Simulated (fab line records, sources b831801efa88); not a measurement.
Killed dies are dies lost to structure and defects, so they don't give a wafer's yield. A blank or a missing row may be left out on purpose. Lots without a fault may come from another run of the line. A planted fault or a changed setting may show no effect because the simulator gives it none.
Chamber matching | flow sky130 | SKY_VIA4_CMP_02 on cmp-02: 4 sister chambers
The step polishes SiO2. 4 wafers are shown with their chamber, then 7 later ones without.

WAFERS WITH THEIR CHAMBER
wafer  | chamber | motor_current_A (A)
L188.6 | 2       | 11.7
L198.6 | 3       | 14.0
L202.1 | 0       | 12.6
L202.2 | 1       | 11.1

WAFERS WITHOUT THEIR CHAMBER
wafer  | motor_current_A (A)
L202.4 | 13.5
L203.1 | 11.3
L203.2 | 12.5
L203.6 | 12.8
L204.1 | 13.6
L204.4 | 11.5
L204.6 | 13.6

WHICH CHAMBER EACH WENT THROUGH
wafer  | from the rows above     | in truth
L202.4 | can't be placed: 3 or 0 | 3
L203.1 | can't be placed: 1 or 2 | 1
L203.2 | 0                       | 0
L203.6 | 0                       | 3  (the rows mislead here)
L204.1 | can't be placed: 3 or 0 | 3
L204.4 | can't be placed: 2 or 1 | 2
L204.6 | can't be placed: 3 or 0 | 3
Placed correctly: 1 of 7. Can't be placed from these rows: 5 (the true chamber is among the candidates in 5). Placed wrongly: 1.
How it was worked out, from the rows above alone: a wafer's distance from a chamber is the root of the sum, over the readings, of the square of ((its reading less the chamber's mean) divided by the reading's scatter). The wafer belongs to the nearest chamber; if the next one is less than 2 further off, it can't be placed. A chamber's mean is the mean of its shown wafers. The scatter: with one shown wafer a chamber, the root of the mean of the squares of how far each hidden wafer lies from its nearest shown one.
